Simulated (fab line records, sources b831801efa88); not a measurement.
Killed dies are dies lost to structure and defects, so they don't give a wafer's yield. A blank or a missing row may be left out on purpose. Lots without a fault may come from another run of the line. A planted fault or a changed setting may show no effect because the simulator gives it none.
One fault seen from 2 desks | flow sky130 | each desk has only its own numbers; what lay behind them comes last

THE TOOL OWNER'S DESK: pecvd-03
The tool's own readings at SKY_CAP2M_CVD_00 (deposits SiO2, target thk 15.5 nm): means of the sampled wafers that have a number, for each lot that ran on this tool. A lot is out of limits, marked OUT, if its mean lies more than 4 standard deviations from the usual mean; the brackets give that distance.
Columns: A = heater_power_w at SKY_CAP2M_CVD_00, usual 842 W; B = rf_fwd_power_W at SKY_CAP2M_CVD_00, usual 441.4 W
lot  | first seen here | A   | B
L549 | day 41 08:21    | 854 | 441.1
L550 | day 41 15:46    | 935 | 439.4
L555 | day 43 03:14    | 792 | 444.0
L561 | day 44 09:25    | 847 | 440.2
This desk's finding: nothing out of limits on any of the 4 lots.

THE METROLOGY DESK
What the gauges read, lot by lot, whatever tool the lot ran on: means of the sampled wafers that have a number. A lot is out of limits, marked OUT, if its mean lies more than 4 standard deviations from the usual mean; the brackets give that distance.
Columns: A = VIA2_W_RS at SKY_VIA2_RS_MEAS_22, usual 0.273 ohm/sq; B = CAPM_OVL at SKY_CAPM_OVL_MEAS_12, usual 0.0 nm; C = CAP2M_CVD_00_THK at SKY_CAP2M_THK_MEAS_01, usual 15.50 nm; D = CAP2M_OVL at SKY_CAP2M_OVL_MEAS_12, usual 0.4 nm
lot  | first seen here | A     | B    | C                | D
L546 | day 36 15:28    | 0.273 | 0.3  | 15.51            | 0.9
L547 | day 36 23:49    | 0.275 | -0.7 | 15.57            | 1.5
L548 | day 37 08:56    | 0.269 | 0.2  | 15.16            | 0.0
L549 | day 38 00:41    | 0.276 | 1.0  | 15.62            | 0.3
L550 | day 38 08:33    | 0.273 | -1.0 | 15.58            | -2.3
L551 | day 38 13:24    | 0.275 | 0.1  | 15.53            | -0.5
L555 | day 39 21:37    | 0.275 | -0.5 | 14.95            | 1.3
L557 | day 40 11:50    | 0.276 | -1.9 | 15.60            | 1.2
L561 | day 41 06:29    | 0.274 | -1.2 | 14.59 (-4.5) OUT | 0.8
L564 | day 42 11:13    | 0.276 | -0.1 | 15.57            | 2.7
L566 | day 42 20:23    | 0.273 | -0.9 | 15.36            | -0.6
This desk's finding: out of limits on L561; first on L561, day 44 09:26 (CAP2M_CVD_00_THK at SKY_CAP2M_THK_MEAS_01). In limits: L546, L547, L548, L549, L550, L551, L555, L557, L564, L566.

PUT TOGETHER
The metrology desk could have raised an alarm at day 44 09:26, on L561.
The tool owner's desk saw nothing out of limits.
The tool owner's desk has L561 on record, within its limits.
Of the lots named, all ran SKY_CAP2M_CVD_00 on pecvd-03.

WHAT THE SIMULATOR HAD PUT IN
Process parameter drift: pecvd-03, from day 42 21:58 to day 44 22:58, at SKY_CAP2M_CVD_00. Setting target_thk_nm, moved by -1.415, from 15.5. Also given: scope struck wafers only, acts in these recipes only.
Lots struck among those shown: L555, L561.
Hours from the fault's start to each desk's first reading out of limits: the metrology desk, 35.
